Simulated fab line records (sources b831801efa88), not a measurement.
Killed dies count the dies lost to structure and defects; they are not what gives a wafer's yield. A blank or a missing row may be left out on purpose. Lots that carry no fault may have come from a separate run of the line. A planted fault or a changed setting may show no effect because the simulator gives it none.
fab line records :: flow sky130
record:
  lots: 14
  wafers: 42
  lastDay: 52
route steps=708 shown NWELL@63 SONOS_TUNNEL@163 SONOS_ONO@182 GATE_OXIDE@201
lots untouched by any fault: they come from a run of this same line in which no faults occurred
startH: hours from the record's first day to the start of the lot's first wafer shown :: waitH: how many hours have passed since the lot's step before this one :: " as in the row above :: L1.1+2: one row covering several wafers at once :: - no value present, or no start provided :: * or withheld: withheld :: < > ~ a bound
route shown NAME@n: NAME is a module with steps in the file, n the number in the route of the first one :: usual: mean/standard deviation of fault-free wafers :: same: alike in all rows :: chamber/n: place in a boat :: sites: per-site readings :: _std_site: their standard deviation :: _edge_site: outer sites' mean less inner sites' :: radiusMm: how far each site lies from the wafer's centre :: mask NAME#n: copy n :: behind: the last tool/chamber to shape the wafer :: hold: cause of the lot's hold/its duration in hours/its outcome :: device: names the non-switching transistor (n, p or np) :: end of line: tests run on the same wafers once the route is complete :: where a step has no rows: the recipe by itself :: killed: dies lost to structure and defects at the first sort, not the wafer's yield :: map: per-die view of a wafer (x killed, . not killed, _ where there is no die)
set.NAME: the setting as run; set.NAME@STEP: as run at that earlier step :: model.NAME: the simulator's own value behind a step, which no gauge read
route steps across a sampled set of lots; one table per step, one row per wafer
services: a tool's chamber out of use, with start hour (startH, from the record's first day; less than 0 if before it), hours out, and reason
== steps ==
step: SKY_NWELL_OVL_MEAS_10
usual:
  NWELL_00_OVL: -0.5/1.2
lot.wafer: L812.1
tool: overlay-01
chamber: -
startH: 89.61
waitH: -
NWELL_00_OVL[nm]: -1.9

lot.wafer: L812.3
tool: overlay-01
chamber: -
startH: 89.61
waitH: -
NWELL_00_OVL[nm]: -1.4

lot.wafer: L812.6
tool: overlay-01
chamber: -
startH: 89.61
waitH: -
NWELL_00_OVL[nm]: -0.7

lot.wafer: L813.1
tool: overlay-01
chamber: -
startH: 96.14
waitH: -
NWELL_00_OVL[nm]: 0.8

lot.wafer: L813.3
tool: overlay-01
chamber: -
startH: 96.14
waitH: -
NWELL_00_OVL[nm]: -2.1

lot.wafer: L813.6
tool: overlay-01
chamber: -
startH: 96.14
waitH: -
NWELL_00_OVL[nm]: 0.2

lot.wafer: L815.2
tool: overlay-01
chamber: -
startH: 108.64
waitH: -
NWELL_00_OVL[nm]: 0.2

lot.wafer: L815.4
tool: overlay-01
chamber: -
startH: 108.64
waitH: -
NWELL_00_OVL[nm]: 0.3

lot.wafer: L815.5
tool: overlay-01
chamber: -
startH: 108.64
waitH: -
NWELL_00_OVL[nm]: -0.8

lot.wafer: L821.1
tool: overlay-01
chamber: -
startH: 136.71
waitH: -
NWELL_00_OVL[nm]: -1.8

lot.wafer: L821.3
tool: overlay-01
chamber: -
startH: 136.71
waitH: -
NWELL_00_OVL[nm]: -2.0

lot.wafer: L821.6
tool: overlay-01
chamber: -
startH: 136.71
waitH: -
NWELL_00_OVL[nm]: -2.0

lot.wafer: L822.1
tool: overlay-01
chamber: -
startH: 141.56
waitH: -
NWELL_00_OVL[nm]: -0.8

lot.wafer: L822.2
tool: overlay-01
chamber: -
startH: 141.56
waitH: -
NWELL_00_OVL[nm]: 0.8

lot.wafer: L822.4
tool: overlay-01
chamber: -
startH: 141.56
waitH: -
NWELL_00_OVL[nm]: 0.8

lot.wafer: L823.2
tool: overlay-02
chamber: -
startH: 145.52
waitH: -
NWELL_00_OVL[nm]: -0.1

lot.wafer: L823.4
tool: overlay-02
chamber: -
startH: 145.52
waitH: -
NWELL_00_OVL[nm]: -1.4

lot.wafer: L823.5
tool: overlay-02
chamber: -
startH: 145.52
waitH: -
NWELL_00_OVL[nm]: -0.9

lot.wafer: L824.1
tool: overlay-01
chamber: -
startH: 150.76
waitH: -
NWELL_00_OVL[nm]: 2.0

lot.wafer: L824.3
tool: overlay-01
chamber: -
startH: 150.76
waitH: -
NWELL_00_OVL[nm]: 0.1

lot.wafer: L824.4
tool: overlay-01
chamber: -
startH: 150.76
waitH: -
NWELL_00_OVL[nm]: 0.8

lot.wafer: L825.1
tool: overlay-01
chamber: -
startH: 153.74
waitH: -
NWELL_00_OVL[nm]: 0.5

lot.wafer: L825.4
tool: overlay-01
chamber: -
startH: 153.74
waitH: -
NWELL_00_OVL[nm]: 0.0

lot.wafer: L825.6
tool: overlay-01
chamber: -
startH: 153.74
waitH: -
NWELL_00_OVL[nm]: -2.4

lot.wafer: L826.1
tool: overlay-01
chamber: -
startH: 158.29
waitH: -
NWELL_00_OVL[nm]: -0.4

lot.wafer: L826.2
tool: overlay-01
chamber: -
startH: 158.29
waitH: -
NWELL_00_OVL[nm]: 0.7

lot.wafer: L826.5
tool: overlay-01
chamber: -
startH: 158.29
waitH: -
NWELL_00_OVL[nm]: 1.2

lot.wafer: L827.1
tool: overlay-02
chamber: -
startH: 161.74
waitH: -
NWELL_00_OVL[nm]: -1.1

lot.wafer: L827.5
tool: overlay-02
chamber: -
startH: 161.74
waitH: -
NWELL_00_OVL[nm]: 0.2

lot.wafer: L827.6
tool: overlay-02
chamber: -
startH: 161.74
waitH: -
NWELL_00_OVL[nm]: -0.8

lot.wafer: L828.1
tool: overlay-01
chamber: -
startH: 164.54
waitH: -
NWELL_00_OVL[nm]: 1.4

lot.wafer: L828.3
tool: overlay-01
chamber: -
startH: 164.54
waitH: -
NWELL_00_OVL[nm]: 0.6

lot.wafer: L828.6
tool: overlay-01
chamber: -
startH: 164.54
waitH: -
NWELL_00_OVL[nm]: 2.3

lot.wafer: L829.2
tool: overlay-01
chamber: -
startH: 293.07
waitH: -
NWELL_00_OVL[nm]: 0.3

lot.wafer: L829.4
tool: overlay-01
chamber: -
startH: 293.07
waitH: -
NWELL_00_OVL[nm]: -1.7

lot.wafer: L829.6
tool: overlay-01
chamber: -
startH: 293.07
waitH: -
NWELL_00_OVL[nm]: -1.7

lot.wafer: L830.2
tool: overlay-02
chamber: -
startH: 293.09
waitH: -
NWELL_00_OVL[nm]: -3.0

lot.wafer: L830.4
tool: overlay-02
chamber: -
startH: 293.09
waitH: -
NWELL_00_OVL[nm]: -1.9

lot.wafer: L830.6
tool: overlay-02
chamber: -
startH: 293.09
waitH: -
NWELL_00_OVL[nm]: -1.8

lot.wafer: L833.2
tool: overlay-01
chamber: -
startH: 294.44
waitH: -
NWELL_00_OVL[nm]: -0.3

lot.wafer: L833.4
tool: overlay-01
chamber: -
startH: 294.44
waitH: -
NWELL_00_OVL[nm]: -1.4

lot.wafer: L833.6
tool: overlay-01
chamber: -
startH: 294.44
waitH: -
NWELL_00_OVL[nm]: -1.2
step: SKY_SONOS_TUNNEL_IMPLANT_09
recipe:
  species: B
  energyKev: 20
  doseCm2: 1e+12
  tiltDeg: withheld
same:
  implantIonAmu: 11
lot.wafer: L812.1+3+6
tool: implanter-03
chamber: 0
startH: 206.70
waitH: 0.0

lot.wafer: L813.1+3+6
tool: implanter-02
chamber: 0
startH: 212.46
waitH: 0.0

lot.wafer: L815.2+4+5
tool: implanter-02
chamber: 0
startH: 224.74
waitH: 0.0

lot.wafer: L821.1+3+6
tool: implanter-02
chamber: 0
startH: 257.07
waitH: 0.0

lot.wafer: L821.1+3+6
tool: implanter-02
chamber: 0
startH: 257.39
waitH: 0.3

lot.wafer: L822.1+2+4
tool: implanter-02
chamber: 0
startH: 266.46
waitH: 0.0

lot.wafer: L823.2+4+5
tool: implanter-02
chamber: 0
startH: 272.39
waitH: 0.0

lot.wafer: L823.2+4+5
tool: implanter-02
chamber: 0
startH: 272.71
waitH: 0.3

lot.wafer: L824.1+3+4
tool: implanter-01
chamber: 0
startH: 279.74
waitH: 0.0

lot.wafer: L825.1+4+6
tool: implanter-01
chamber: 0
startH: 284.39
waitH: 0.0

lot.wafer: L826.1+2+5
tool: implanter-01
chamber: 0
startH: 292.61
waitH: 0.0

lot.wafer: L827.1+5+6
tool: implanter-01
chamber: 0
startH: 303.57
waitH: 0.0

lot.wafer: L828.1+3+6
tool: implanter-03
chamber: 0
startH: 305.76
waitH: 0.0

lot.wafer: L829.2+4+6
tool: implanter-01
chamber: 0
startH: 520.94
waitH: 0.0

lot.wafer: L830.2+4+6
tool: implanter-02
chamber: 0
startH: 521.12
waitH: 0.0

lot.wafer: L833.2+4+6
tool: implanter-02
chamber: 0
startH: 521.42
waitH: 0.0
step: SKY_SONOS_TUNNEL_TW_MEAS_12
usual:
  SONOS_TUNNEL_TW: 197.1/1.9
lot.wafer: L812.1
tool: filmMetro-02
chamber: -
startH: 207.11
waitH: 0.0
SONOS_TUNNEL_TW: 196.3

lot.wafer: L812.3
tool: filmMetro-02
chamber: -
startH: 207.11
waitH: 0.0
SONOS_TUNNEL_TW: 196.1

lot.wafer: L812.6
tool: filmMetro-02
chamber: -
startH: 207.11
waitH: 0.0
SONOS_TUNNEL_TW: 194.9

lot.wafer: L813.1
tool: filmMetro-03
chamber: -
startH: 212.89
waitH: 0.0
SONOS_TUNNEL_TW: 199.7

lot.wafer: L813.3
tool: filmMetro-03
chamber: -
startH: 212.89
waitH: 0.0
SONOS_TUNNEL_TW: 199.3

lot.wafer: L813.6
tool: filmMetro-03
chamber: -
startH: 212.89
waitH: 0.0
SONOS_TUNNEL_TW: 200.3

lot.wafer: L815.2
tool: filmMetro-02
chamber: -
startH: 225.14
waitH: 0.0
SONOS_TUNNEL_TW: 195.3

lot.wafer: L815.4
tool: filmMetro-02
chamber: -
startH: 225.14
waitH: 0.0
SONOS_TUNNEL_TW: 194.5

lot.wafer: L815.5
tool: filmMetro-02
chamber: -
startH: 225.14
waitH: 0.0
SONOS_TUNNEL_TW: 193.9

lot.wafer: L821.1
tool: filmMetro-02
chamber: -
startH: 257.80
waitH: 0.0
SONOS_TUNNEL_TW: 239.0

lot.wafer: L821.3
tool: filmMetro-02
chamber: -
startH: 257.80
waitH: 0.0
SONOS_TUNNEL_TW: 239.0

lot.wafer: L821.6
tool: filmMetro-02
chamber: -
startH: 257.80
waitH: 0.0
SONOS_TUNNEL_TW: 239.4

lot.wafer: L822.1
tool: filmMetro-02
chamber: -
startH: 266.88
waitH: 0.0
SONOS_TUNNEL_TW: 196.8

lot.wafer: L822.2
tool: filmMetro-02
chamber: -
startH: 266.88
waitH: 0.0
SONOS_TUNNEL_TW: 196.6

lot.wafer: L822.4
tool: filmMetro-02
chamber: -
startH: 266.88
waitH: 0.0
SONOS_TUNNEL_TW: 197.6

lot.wafer: L823.2
tool: filmMetro-02
chamber: -
startH: 273.13
waitH: 0.0
SONOS_TUNNEL_TW: 240.1

lot.wafer: L823.4
tool: filmMetro-02
chamber: -
startH: 273.13
waitH: 0.0
SONOS_TUNNEL_TW: 239.4

lot.wafer: L823.5
tool: filmMetro-02
chamber: -
startH: 273.13
waitH: 0.0
SONOS_TUNNEL_TW: 241.4

lot.wafer: L824.1
tool: filmMetro-04
chamber: -
startH: 280.18
waitH: 0.0
SONOS_TUNNEL_TW: 197.1

lot.wafer: L824.3
tool: filmMetro-04
chamber: -
startH: 280.18
waitH: 0.0
SONOS_TUNNEL_TW: 197.1

lot.wafer: L824.4
tool: filmMetro-04
chamber: -
startH: 280.18
waitH: 0.0
SONOS_TUNNEL_TW: 196.4

lot.wafer: L825.1
tool: filmMetro-03
chamber: -
startH: 284.84
waitH: 0.0
SONOS_TUNNEL_TW: 199.4

lot.wafer: L825.4
tool: filmMetro-03
chamber: -
startH: 284.84
waitH: 0.0
SONOS_TUNNEL_TW: 199.4

lot.wafer: L825.6
tool: filmMetro-03
chamber: -
startH: 284.84
waitH: 0.0
SONOS_TUNNEL_TW: 198.8

lot.wafer: L826.1
tool: filmMetro-03
chamber: -
startH: 293.05
waitH: 0.0
SONOS_TUNNEL_TW: 199.5

lot.wafer: L826.2
tool: filmMetro-03
chamber: -
startH: 293.05
waitH: 0.0
SONOS_TUNNEL_TW: 198.8

lot.wafer: L826.5
tool: filmMetro-03
chamber: -
startH: 293.05
waitH: 0.0
SONOS_TUNNEL_TW: 198.8

lot.wafer: L827.1
tool: filmMetro-02
chamber: -
startH: 303.98
waitH: 0.0
SONOS_TUNNEL_TW: 196.2

lot.wafer: L827.5
tool: filmMetro-02
chamber: -
startH: 303.98
waitH: 0.0
SONOS_TUNNEL_TW: 196.8

lot.wafer: L827.6
tool: filmMetro-02
chamber: -
startH: 303.98
waitH: 0.0
SONOS_TUNNEL_TW: 196.4

lot.wafer: L828.1
tool: filmMetro-03
chamber: -
startH: 306.19
waitH: 0.0
SONOS_TUNNEL_TW: 199.5

lot.wafer: L828.3
tool: filmMetro-03
chamber: -
startH: 306.19
waitH: 0.0
SONOS_TUNNEL_TW: 199.9

lot.wafer: L828.6
tool: filmMetro-03
chamber: -
startH: 306.19
waitH: 0.0
SONOS_TUNNEL_TW: 199.5

lot.wafer: L829.2
tool: filmMetro-02
chamber: -
startH: 521.52
waitH: 0.0
SONOS_TUNNEL_TW: 196.2

lot.wafer: L829.4
tool: filmMetro-02
chamber: -
startH: 521.52
waitH: 0.0
SONOS_TUNNEL_TW: 195.4

lot.wafer: L829.6
tool: filmMetro-02
chamber: -
startH: 521.52
waitH: 0.0
SONOS_TUNNEL_TW: 195.6

lot.wafer: L830.2
tool: filmMetro-03
chamber: -
startH: 521.52
waitH: 0.0
SONOS_TUNNEL_TW: 200.1

lot.wafer: L830.4
tool: filmMetro-03
chamber: -
startH: 521.52
waitH: 0.0
SONOS_TUNNEL_TW: 199.2

lot.wafer: L830.6
tool: filmMetro-03
chamber: -
startH: 521.52
waitH: 0.0
SONOS_TUNNEL_TW: 199.0

lot.wafer: L833.2
tool: filmMetro-02
chamber: -
startH: 521.83
waitH: 0.0
SONOS_TUNNEL_TW: 196.8

lot.wafer: L833.4
tool: filmMetro-02
chamber: -
startH: 521.83
waitH: 0.0
SONOS_TUNNEL_TW: 194.8

lot.wafer: L833.6
tool: filmMetro-02
chamber: -
startH: 521.83
waitH: 0.0
SONOS_TUNNEL_TW: 196.0
step: SKY_SONOS_ONO_OVL_MEAS_14
usual:
  SONOS_ONO_OVL: -1.2/1.5
lot.wafer: L812.1
tool: overlay-01
chamber: -
startH: 229.41
waitH: 0.1
SONOS_ONO_OVL[nm]: -4.8

lot.wafer: L812.3
tool: overlay-01
chamber: -
startH: 229.41
waitH: 0.1
SONOS_ONO_OVL[nm]: -3.6

lot.wafer: L812.6
tool: overlay-01
chamber: -
startH: 229.41
waitH: 0.1
SONOS_ONO_OVL[nm]: -2.1

lot.wafer: L813.1
tool: overlay-02
chamber: -
startH: 236.86
waitH: 0.1
SONOS_ONO_OVL[nm]: -1.4

lot.wafer: L813.3
tool: overlay-02
chamber: -
startH: 236.86
waitH: 0.1
SONOS_ONO_OVL[nm]: -3.3

lot.wafer: L813.6
tool: overlay-02
chamber: -
startH: 236.86
waitH: 0.1
SONOS_ONO_OVL[nm]: -0.7

lot.wafer: L815.2
tool: overlay-02
chamber: -
startH: 247.88
waitH: 0.1
SONOS_ONO_OVL[nm]: -2.3

lot.wafer: L815.4
tool: overlay-02
chamber: -
startH: 247.88
waitH: 0.1
SONOS_ONO_OVL[nm]: -0.8

lot.wafer: L815.5
tool: overlay-02
chamber: -
startH: 247.88
waitH: 0.1
SONOS_ONO_OVL[nm]: 0.7

lot.wafer: L821.1
tool: overlay-02
chamber: -
startH: 287.58
waitH: 0.1
SONOS_ONO_OVL[nm]: -1.5

lot.wafer: L821.3
tool: overlay-02
chamber: -
startH: 287.58
waitH: 0.1
SONOS_ONO_OVL[nm]: -0.8

lot.wafer: L821.6
tool: overlay-02
chamber: -
startH: 287.58
waitH: 0.1
SONOS_ONO_OVL[nm]: -2.1

lot.wafer: L822.1
tool: overlay-02
chamber: -
startH: 299.58
waitH: 0.1
SONOS_ONO_OVL[nm]: -0.9

lot.wafer: L822.2
tool: overlay-02
chamber: -
startH: 299.58
waitH: 0.1
SONOS_ONO_OVL[nm]: 1.0

lot.wafer: L822.4
tool: overlay-02
chamber: -
startH: 299.58
waitH: 0.1
SONOS_ONO_OVL[nm]: 1.3

lot.wafer: L823.2
tool: overlay-02
chamber: -
startH: 304.61
waitH: 0.1
SONOS_ONO_OVL[nm]: -2.1

lot.wafer: L823.4
tool: overlay-02
chamber: -
startH: 304.61
waitH: 0.1
SONOS_ONO_OVL[nm]: -2.8

lot.wafer: L823.5
tool: overlay-02
chamber: -
startH: 304.61
waitH: 0.1
SONOS_ONO_OVL[nm]: -2.9

lot.wafer: L824.1
tool: overlay-02
chamber: -
startH: 310.96
waitH: 0.1
SONOS_ONO_OVL[nm]: -0.2

lot.wafer: L824.3
tool: overlay-02
chamber: -
startH: 310.96
waitH: 0.1
SONOS_ONO_OVL[nm]: -0.8

lot.wafer: L824.4
tool: overlay-02
chamber: -
startH: 310.96
waitH: 0.1
SONOS_ONO_OVL[nm]: 0.9

lot.wafer: L825.1
tool: overlay-02
chamber: -
startH: 313.28
waitH: 0.1
SONOS_ONO_OVL[nm]: -1.9

lot.wafer: L825.4
tool: overlay-02
chamber: -
startH: 313.28
waitH: 0.1
SONOS_ONO_OVL[nm]: -2.0

lot.wafer: L825.6
tool: overlay-02
chamber: -
startH: 313.28
waitH: 0.1
SONOS_ONO_OVL[nm]: -1.1

lot.wafer: L826.1
tool: overlay-02
chamber: -
startH: 322.88
waitH: 0.1
SONOS_ONO_OVL[nm]: -2.2

lot.wafer: L826.2
tool: overlay-02
chamber: -
startH: 322.88
waitH: 0.1
SONOS_ONO_OVL[nm]: -3.8

lot.wafer: L826.5
tool: overlay-02
chamber: -
startH: 322.88
waitH: 0.1
SONOS_ONO_OVL[nm]: -1.6

lot.wafer: L827.1
tool: overlay-02
chamber: -
startH: 339.53
waitH: 0.1
SONOS_ONO_OVL[nm]: 0.2

lot.wafer: L827.5
tool: overlay-02
chamber: -
startH: 339.53
waitH: 0.1
SONOS_ONO_OVL[nm]: -1.1

lot.wafer: L827.6
tool: overlay-02
chamber: -
startH: 339.53
waitH: 0.1
SONOS_ONO_OVL[nm]: 0.3

lot.wafer: L828.1
tool: overlay-02
chamber: -
startH: 340.51
waitH: 0.1
SONOS_ONO_OVL[nm]: -2.2

lot.wafer: L828.3
tool: overlay-02
chamber: -
startH: 340.51
waitH: 0.1
SONOS_ONO_OVL[nm]: -2.1

lot.wafer: L828.6
tool: overlay-02
chamber: -
startH: 340.51
waitH: 0.1
SONOS_ONO_OVL[nm]: -2.4

lot.wafer: L829.2
tool: overlay-02
chamber: -
startH: 554.08
waitH: 0.1
SONOS_ONO_OVL[nm]: 0.3

lot.wafer: L829.4
tool: overlay-02
chamber: -
startH: 554.08
waitH: 0.1
SONOS_ONO_OVL[nm]: -0.5

lot.wafer: L829.6
tool: overlay-02
chamber: -
startH: 554.08
waitH: 0.1
SONOS_ONO_OVL[nm]: -2.7

lot.wafer: L830.2
tool: overlay-02
chamber: -
startH: 554.26
waitH: 0.1
SONOS_ONO_OVL[nm]: -0.1

lot.wafer: L830.4
tool: overlay-02
chamber: -
startH: 554.26
waitH: 0.1
SONOS_ONO_OVL[nm]: 1.1

lot.wafer: L830.6
tool: overlay-02
chamber: -
startH: 554.26
waitH: 0.1
SONOS_ONO_OVL[nm]: -0.1

lot.wafer: L833.2
tool: overlay-01
chamber: -
startH: 555.28
waitH: 0.1
SONOS_ONO_OVL[nm]: -3.7

lot.wafer: L833.4
tool: overlay-01
chamber: -
startH: 555.28
waitH: 0.1
SONOS_ONO_OVL[nm]: -1.8

lot.wafer: L833.6
tool: overlay-01
chamber: -
startH: 555.28
waitH: 0.1
SONOS_ONO_OVL[nm]: 0.7
step: SKY_GATE_OXIDE_TW_MEAS_14
usual:
  GATE_OXIDE_TW: 223.1/2.2
lot.wafer: L812.1
tool: filmMetro-01
chamber: -
startH: 254.78
waitH: 0.1
GATE_OXIDE_TW: 221.3

lot.wafer: L812.3
tool: filmMetro-01
chamber: -
startH: 254.78
waitH: 0.1
GATE_OXIDE_TW: 221.6

lot.wafer: L812.6
tool: filmMetro-01
chamber: -
startH: 254.78
waitH: 0.1
GATE_OXIDE_TW: 222.2

lot.wafer: L813.1
tool: filmMetro-01
chamber: -
startH: 265.50
waitH: 0.1
GATE_OXIDE_TW: 220.2

lot.wafer: L813.3
tool: filmMetro-01
chamber: -
startH: 265.50
waitH: 0.1
GATE_OXIDE_TW: 220.2

lot.wafer: L813.6
tool: filmMetro-01
chamber: -
startH: 265.50
waitH: 0.1
GATE_OXIDE_TW: 219.9

lot.wafer: L815.2
tool: filmMetro-03
chamber: -
startH: 277.14
waitH: 0.1
GATE_OXIDE_TW: 225.4

lot.wafer: L815.4
tool: filmMetro-03
chamber: -
startH: 277.14
waitH: 0.1
GATE_OXIDE_TW: 226.6

lot.wafer: L815.5
tool: filmMetro-03
chamber: -
startH: 277.14
waitH: 0.1
GATE_OXIDE_TW: 226.6

lot.wafer: L821.1
tool: filmMetro-02
chamber: -
startH: 317.62
waitH: 0.1
GATE_OXIDE_TW: 223.6

lot.wafer: L821.3
tool: filmMetro-02
chamber: -
startH: 317.62
waitH: 0.1
GATE_OXIDE_TW: 222.2

lot.wafer: L821.6
tool: filmMetro-02
chamber: -
startH: 317.62
waitH: 0.1
GATE_OXIDE_TW: 222.5

lot.wafer: L822.1
tool: filmMetro-03
chamber: -
startH: 325.52
waitH: 0.1
GATE_OXIDE_TW: 224.5

lot.wafer: L822.2
tool: filmMetro-03
chamber: -
startH: 325.52
waitH: 0.1
GATE_OXIDE_TW: 225.7

lot.wafer: L822.4
tool: filmMetro-03
chamber: -
startH: 325.52
waitH: 0.1
GATE_OXIDE_TW: 225.3

lot.wafer: L823.2
tool: filmMetro-03
chamber: -
startH: 332.11
waitH: 0.1
GATE_OXIDE_TW: 225.0

lot.wafer: L823.4
tool: filmMetro-03
chamber: -
startH: 332.11
waitH: 0.1
GATE_OXIDE_TW: 224.8

lot.wafer: L823.5
tool: filmMetro-03
chamber: -
startH: 332.11
waitH: 0.1
GATE_OXIDE_TW: 224.9

lot.wafer: L824.1
tool: filmMetro-02
chamber: -
startH: 338.55
waitH: 0.1
GATE_OXIDE_TW: 222.3

lot.wafer: L824.3
tool: filmMetro-02
chamber: -
startH: 338.55
waitH: 0.1
GATE_OXIDE_TW: 221.4

lot.wafer: L824.4
tool: filmMetro-02
chamber: -
startH: 338.55
waitH: 0.1
GATE_OXIDE_TW: 221.7

lot.wafer: L825.1
tool: filmMetro-02
chamber: -
startH: 342.50
waitH: 0.1
GATE_OXIDE_TW: 221.8

lot.wafer: L825.4
tool: filmMetro-02
chamber: -
startH: 342.50
waitH: 0.1
GATE_OXIDE_TW: 223.3

lot.wafer: L825.6
tool: filmMetro-02
chamber: -
startH: 342.50
waitH: 0.1
GATE_OXIDE_TW: 221.7

lot.wafer: L826.1
tool: filmMetro-01
chamber: -
startH: 352.35
waitH: 0.1
GATE_OXIDE_TW: 221.5

lot.wafer: L826.2
tool: filmMetro-01
chamber: -
startH: 352.35
waitH: 0.1
GATE_OXIDE_TW: 222.3

lot.wafer: L826.5
tool: filmMetro-01
chamber: -
startH: 352.35
waitH: 0.1
GATE_OXIDE_TW: 221.3

lot.wafer: L827.1
tool: filmMetro-02
chamber: -
startH: 369.00
waitH: 0.1
GATE_OXIDE_TW: 224.1

lot.wafer: L827.5
tool: filmMetro-02
chamber: -
startH: 369.00
waitH: 0.1
GATE_OXIDE_TW: 222.4

lot.wafer: L827.6
tool: filmMetro-02
chamber: -
startH: 369.00
waitH: 0.1
GATE_OXIDE_TW: 222.2

lot.wafer: L828.1
tool: filmMetro-02
chamber: -
startH: 370.88
waitH: 0.1
GATE_OXIDE_TW: 223.1

lot.wafer: L828.3
tool: filmMetro-02
chamber: -
startH: 370.88
waitH: 0.1
GATE_OXIDE_TW: 223.0

lot.wafer: L828.6
tool: filmMetro-02
chamber: -
startH: 370.88
waitH: 0.1
GATE_OXIDE_TW: 223.8

lot.wafer: L829.2
tool: filmMetro-01
chamber: -
startH: 584.01
waitH: 0.1
GATE_OXIDE_TW: 222.4

lot.wafer: L829.4
tool: filmMetro-01
chamber: -
startH: 584.01
waitH: 0.1
GATE_OXIDE_TW: 222.4

lot.wafer: L829.6
tool: filmMetro-01
chamber: -
startH: 584.01
waitH: 0.1
GATE_OXIDE_TW: 222.4

lot.wafer: L830.2
tool: filmMetro-02
chamber: -
startH: 584.44
waitH: 0.1
GATE_OXIDE_TW: 222.9

lot.wafer: L830.4
tool: filmMetro-02
chamber: -
startH: 584.44
waitH: 0.1
GATE_OXIDE_TW: 220.8

lot.wafer: L830.6
tool: filmMetro-02
chamber: -
startH: 584.44
waitH: 0.1
GATE_OXIDE_TW: 222.6

lot.wafer: L833.2
tool: filmMetro-01
chamber: -
startH: 585.93
waitH: 0.1
GATE_OXIDE_TW: 222.9

lot.wafer: L833.4
tool: filmMetro-01
chamber: -
startH: 585.93
waitH: 0.1
GATE_OXIDE_TW: 220.8

lot.wafer: L833.6
tool: filmMetro-01
chamber: -
startH: 585.93
waitH: 0.1
GATE_OXIDE_TW: 222.4
== services ==
tool: implanter-02
chamber: -
startH: 225.19
hours: 5.8
kind: repair

tool: implanter-02
chamber: -
startH: 240.19
hours: 3.1
kind: repair

tool: implanter-03
chamber: -
startH: 240.34
hours: 2.8
kind: repair

tool: implanter-01
chamber: -
startH: 251.56
hours: 28.1
kind: repair

tool: implanter-01
chamber: -
startH: 284.88
hours: 5.4
kind: pm

tool: implanter-03
chamber: -
startH: 341.01
hours: 4.6
kind: pm

tool: implanter-02
chamber: -
startH: 379.00
hours: 3.0
kind: repair

tool: implanter-03
chamber: -
startH: 414.34
hours: 2.0
kind: repair

tool: implanter-03
chamber: -
startH: 418.86
hours: 4.0
kind: pm

tool: implanter-02
chamber: -
startH: 434.62
hours: 3.8
kind: repair
== key ==
firstSign:
  step: SKY_SONOS_TUNNEL_IMPLANT_09
  reading: visit
  direction: added
effect:
  step: SKY_SONOS_TUNNEL_TW_MEAS_12
  reading: SONOS_TUNNEL_TW
  direction: up
  sigmas: 23
  usual: 197.1
  struck: 239.7
metAt SKY_SONOS_TUNNEL_IMPLANT_09
struckLots L821,L823
testerLeftOut L821,L823
notActingAt SKY_NWELL_OVL_MEAS_10,SKY_SONOS_ONO_OVL_MEAS_14,SKY_GATE_OXIDE_TW_MEAS_14
fault:
  kind: repeatedStepWhole
  tool: implanter-01,implanter-02,implanter-03
  chamber: -
  onsetH: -
  steps: SKY_SONOS_TUNNEL_IMPLANT_09
  times: 1
  scope: struckLotsOnly
testerLeftOut: of these lots the tester's yield and bins aren't shown, on N5 and GAA mostly nor the transistor test; their killed dies are dies lost to structure and defects alone, not to doping, threshold or leakage, so they don't give the yield
